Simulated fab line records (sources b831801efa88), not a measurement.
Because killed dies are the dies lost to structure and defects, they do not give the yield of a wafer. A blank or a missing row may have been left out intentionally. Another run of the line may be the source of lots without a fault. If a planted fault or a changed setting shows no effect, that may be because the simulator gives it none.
Chamber matching | flow sky130 | SKY_CONTACT_CMP_27 on cmp-02: 4 sister chambers
The step polishes, stops on SiO2, t overpolish 15 s, target thk 0 nm. 8 wafers are shown with their chamber, then 8 later ones without.

## EACH WAFER AND ITS CHAMBER
wafer  | chamber | motor current A (A) | time to endpoint s (s)
L521.6 | 0       | 12.4                | 86
L524.3 | 0       | 12.1                | 91
L525.4 | 1       | 9.8                 | 83
L525.6 | 2       | 9.2                 | 84
L529.1 | 1       | 10.5                | 80
L529.3 | 3       | 10.1                | 80
L529.5 | 2       | 9.3                 | 83
L535.2 | 3       | 10.3                | 75

## WAFERS WITHOUT THEIR CHAMBER
wafer  | motor current A (A) | time to endpoint s (s)
L535.4 | 12.4                | 85
L535.5 | 12.1                | 83
L539.1 | 10.3                | 78
L539.5 | 9.2                 | 84
L539.6 | 11.0                | 76
L543.1 | 10.5                | 89
L543.2 | 12.4                | 89
L543.3 | 9.6                 | 85

## THE CHAMBER EACH PASSED THROUGH
wafer  | from the rows above          | in truth
L535.4 | 0                            | 0
L535.5 | 0                            | 0
L539.1 | can't be placed: 3 or 1      | 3
L539.5 | 2                            | 2
L539.6 | can't be placed: 3 or 1      | 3
L543.1 | can't be placed: 1 or 3 or 2 | 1
L543.2 | 0                            | 0
L543.3 | can't be placed: 2 or 1      | 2
Placed correctly: 4 of 8. From these rows, 4 cannot be placed; in 4 the true chamber is one of the candidates. Placed wrongly: 0.
How it was worked out, from the rows above alone: a wafer's distance from a chamber is the root of the sum, over the readings, of the square of ((its reading less the chamber's mean) divided by the reading's scatter). The wafer belongs to the nearest chamber; if the next one is less than 2 further off, it can't be placed. A chamber's mean is the mean of its shown wafers. The scatter: the root of (the sum of the squares of (reading less its chamber's mean) over the shown wafers, divided by (wafers less chambers)).
